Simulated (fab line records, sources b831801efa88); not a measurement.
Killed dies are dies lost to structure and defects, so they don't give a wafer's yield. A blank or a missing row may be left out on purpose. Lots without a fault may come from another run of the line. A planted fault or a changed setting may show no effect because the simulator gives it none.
Problem report in the 8D (eight disciplines) form, filled by code | flow gf180mcu | the parts of the form that need people (team, actions taken, sign-off) are left out

1. THE PROBLEM
chamber_o2_ppm at GF_SALICIDE_RTA_08 reads a mean of 301.991 on 9 wafers of 3 lots; wafers without a fault read 2.002 with a standard deviation of 0.021. That is +99 or more standard deviations from the usual mean.
The step: time 30 s.
First seen on wafer L642.1, day 18 19:46, on rtp_anneal-01. The record holds 21 wafers of 7 lots with a number at this step. Rule for "out", or "out of limits": more than 4 standard deviations from the usual mean. The other wafers with a number count as sound.

2. WHAT IT IS AND WHAT IT IS NOT
question                    | is                     | is not
which readings at this step | chamber_o2_ppm         | lamp_power_pct, wafer_temp_C_max
which lots                  | L642, L644, L645       | L635, L636, L649, L655
which wafers of those lots  | all that have a number | -
read on which tools         | rtp_anneal-01          | rtp_anneal-02
when                        | from day 18 19:46      | up to then (6 sound wafers); but 6 sound wafers of L649, L655 came after

3. SUSPECTS, AND WHAT RULES EACH OUT
Counting: a tool at a process step up to the reading stays a suspect if it ran every lot that is out and no sound lot after the first of them.
- pvd_sputter-01 at GF_SALICIDE_SPUTTER_02 (material Co, target thk 10 nm, time 20 s): ruled out as a lasting fault. Sound lots L655 ran on it after its first lot that is out, L642 (day 18 19:20).
- pvd_sputter-01 at GF_SALICIDE_SPUTTER_03 (material TiN, target thk 20 nm, time 16.7 s): ruled out as a lasting fault. Sound lots L655 ran on it after its first lot that is out, L642 (day 18 19:22).
- rtp_anneal-02 at GF_SALICIDE_RTA_06 (time 30 s): ruled out as a lasting fault. Sound lots L655 ran on it after its first lot that is out, L642 (day 18 19:34).
- rtp_anneal-01 at GF_SALICIDE_RTA_08 (time 30 s): ruled out as a lasting fault. Sound lots L655 ran on it after its first lot that is out, L642 (day 18 19:46).
Left after counting: nothing in the record.

4. THE CAUSE (what the simulator had put in)
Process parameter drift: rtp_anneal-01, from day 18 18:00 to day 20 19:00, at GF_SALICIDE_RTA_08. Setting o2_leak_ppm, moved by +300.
Counting ruled it out, wrongly.

5. THE CHAIN OF EFFECTS, in route order
Each row: a reading whose mean over the struck wafers that have a number lies more than 3 standard deviations from the usual. Only readings for which the record gives a usual standard deviation are gone through. hours: the time from each lot's start at the first step in this table that gives one to its start at this step, as a median over the lots. sigmas: the change in usual standard deviations.
hours | step               | reading        | usual | on struck wafers | change   | sigmas
0     | GF_SALICIDE_RTA_08 | chamber_o2_ppm | 2.002 | 301.991          | +299.989 | +99 or more
The process steps in it:
- GF_SALICIDE_RTA_08: time 30 s.

6. WHAT WOULD HAVE CAUGHT IT SOONER
In this record the first reading out of limits was taken at day 18 19:46, 2 hours after the fault began at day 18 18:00.
